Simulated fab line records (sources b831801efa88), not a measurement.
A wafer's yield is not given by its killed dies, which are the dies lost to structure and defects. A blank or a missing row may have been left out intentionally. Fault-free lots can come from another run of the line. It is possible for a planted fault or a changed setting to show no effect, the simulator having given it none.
8D (eight disciplines) problem report, filled in by code || flow sky130 || the parts of the form that need people (team, actions taken, sign-off) are left out

1. WHAT WENT WRONG
Wafers without a fault read 0.855 a.u., standard deviation 0.0049; oes product au at SKY_VIA3_ETCH_14 reads a mean of 1.001 a.u. on 3 wafers belonging to 2 lots. That puts it +30 standard deviations away from the usual mean.
The step: etches BARC in N2/H2, stops on SiO2, time 45.9 s, target depth 60 nm.
First seen on wafer L394.5, day 44 01:53, on rie diel-04. At this step, 42 wafers from 14 lots have a number in the record. Rule for "out", or "out of limits": more than 4 standard deviations from the usual mean. Any other wafer with a number is counted as sound.

2. WHAT THIS IS AND IS NOT
{"question": "which readings at this step", "is": "oes product au, run length s", "is not": "drypump motor current A"}
{"question": "which lots", "is": "L394, L396", "is not": "L379, L381, L382, L383, L386, L392, L393, L395, L397, L398, L399, L400"}
{"question": "which wafers of those lots", "is": "L394.5, L396.5, L396.6", "is not": "L394.1, L394.4, L396.4"}
{"question": "read on which tools", "is": "rie diel-04", "is not": "rie diel-02, rie diel-03"}
{"question": "when", "is": "from day 44 01:53", "is not": "up to then (23 sound wafers); but 16 sound wafers of L395, L396, L397, L398, L399, L400 came after"}

3. THE SUSPECTS, EACH WITH WHAT RULES IT OUT
Counting: if a tool at a process step up to the reading ran every lot that is out, it stays a suspect. Sound lots after the first of them don't rule it out here, since some wafers of a struck lot are sound.
- rie diel-04 at SKY_VIA3_ETCH_14 (etches BARC in N2/H2, stops on SiO2, time 45.9 s, target depth 60 nm): kept. Every lot that is out went through it, the first being L394 (day 44 01:53); the last sound lot it ran before that was L392 (day 43 12:26). Its own readings are out on those wafers: oes product au, run length s.
After counting, what remains is rie diel-04 at SKY_VIA3_ETCH_14.

4. THE CAUSE (what the simulator had put in)
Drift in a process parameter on rie diel-04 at SKY_VIA3_ETCH_14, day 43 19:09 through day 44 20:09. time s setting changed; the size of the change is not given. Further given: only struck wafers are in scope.
Counting left only this tool.

5. THE CHAIN OF EFFECTS, in route order
Each row: a reading whose mean over the struck wafers that have a number lies more than 3 standard deviations from the usual. Readings are gone through only where the record gives a usual standard deviation; hours: the median, over the lots, of the time from a lot's start at the first step in this table giving one to that lot's start at this step; sigmas: the change measured in usual standard deviations.
{"hours": 0, "step": "SKY_VIA3_ETCH_14", "reading": "oes product au", "usual": "0.855 a.u.", "on struck wafers": 1.001, "change": "+0.146", "sigmas": "+30"}
{"hours": 0, "step": "SKY_VIA3_ETCH_14", "reading": "run length s", "usual": "74.3 s", "on struck wafers": 60.5, "change": -13.8, "sigmas": -27}
{"hours": 0, "step": "SKY_VIA3_ETCH_15", "reading": "oes product au", "usual": "0.946 a.u.", "on struck wafers": 0.375, "change": -0.571, "sigmas": "-99 or more"}
{"hours": 0, "step": "SKY_VIA3_STRIP_16", "reading": "strip time to endpoint s", "usual": "4.129 s", "on struck wafers": 4.279, "change": "+0.150", "sigmas": "+5.0"}
Here are the process steps it includes:
- SKY_VIA3_ETCH_14: etches BARC in N2/H2, stops on SiO2, time 45.9 s, target depth 60 nm.
- SKY_VIA3_ETCH_15: etches SiO2 in C4F8/O2/Ar, stops on TiN, target depth 507 nm, time 78 s.
- SKY_VIA3_STRIP_16: strips in O2/N2.
Readings that are blank on the struck wafers while sound wafers have them: rf fwd power W at SKY_VIA3_ETCH_14.

6. WHAT WOULD HAVE CAUGHT IT SOONER
In this record no reading fell out of limits until day 44 01:53, 7 hours after the fault had begun at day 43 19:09.
